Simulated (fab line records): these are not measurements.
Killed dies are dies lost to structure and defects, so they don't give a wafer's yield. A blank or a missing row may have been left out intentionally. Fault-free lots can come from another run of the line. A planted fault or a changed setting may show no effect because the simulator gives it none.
Chamber matching    flow sky130    cmp-01 running SKY_VIA1_CMP_24: 4 sister chambers
The step polishes, stops on SiO2, t overpolish 15 s, target thk 0 nm. 8 wafers are shown with their chamber, then 7 later ones without.

## WAFERS WITH THEIR CHAMBER
wafer   chamber  motorCurrentA (A)  timeToEndpointS (s)
L652.2  2        9.1                62
L654.1  0        11.8               63
L654.6  1        11.3               67
L656.2  2        8.6                62
L656.4  3        11.4               69
L656.5  1        11.0               68
L657.2  3        11.9               72
L657.3  0        11.9               61

## WAFERS WHOSE CHAMBER IS MISSING
wafer   motorCurrentA (A)  timeToEndpointS (s)
L657.5  11.3               67
L661.1  11.3               65
L661.2  11.6               67
L661.6  10.8               63
L671.1  11.1               60
L671.4  11.2               55
L671.5  11.8               51

## EACH ONE'S CHAMBER
wafer    from the rows above       in truth
L657.5   1                         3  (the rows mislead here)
L661.1   can't be placed: 1 or 0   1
L661.2   can't be placed: 1 or 3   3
L661.6   can't be placed: 1 or 0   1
L671.1   0                         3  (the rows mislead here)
L671.4   0                         0
L671.5   0                         0
Correct placement for 2 of the 7. Can't be placed from these rows: 3 (the true chamber is among the candidates in 3). Number placed wrongly: 2.
How it was worked out, from the rows above alone: a wafer's distance from a chamber is the root of the sum, over the readings, of the square of ((its reading less the chamber's mean) divided by the reading's scatter). If the next closest chamber is less than 2 further off than the closest, the wafer can't be placed; otherwise it belongs to the closest. The mean given for a chamber averages the wafers shown for that chamber. The scatter: take each reading less its chamber's mean, square it, sum over the shown wafers, divide by the number of wafers less the number of chambers, and take the root.
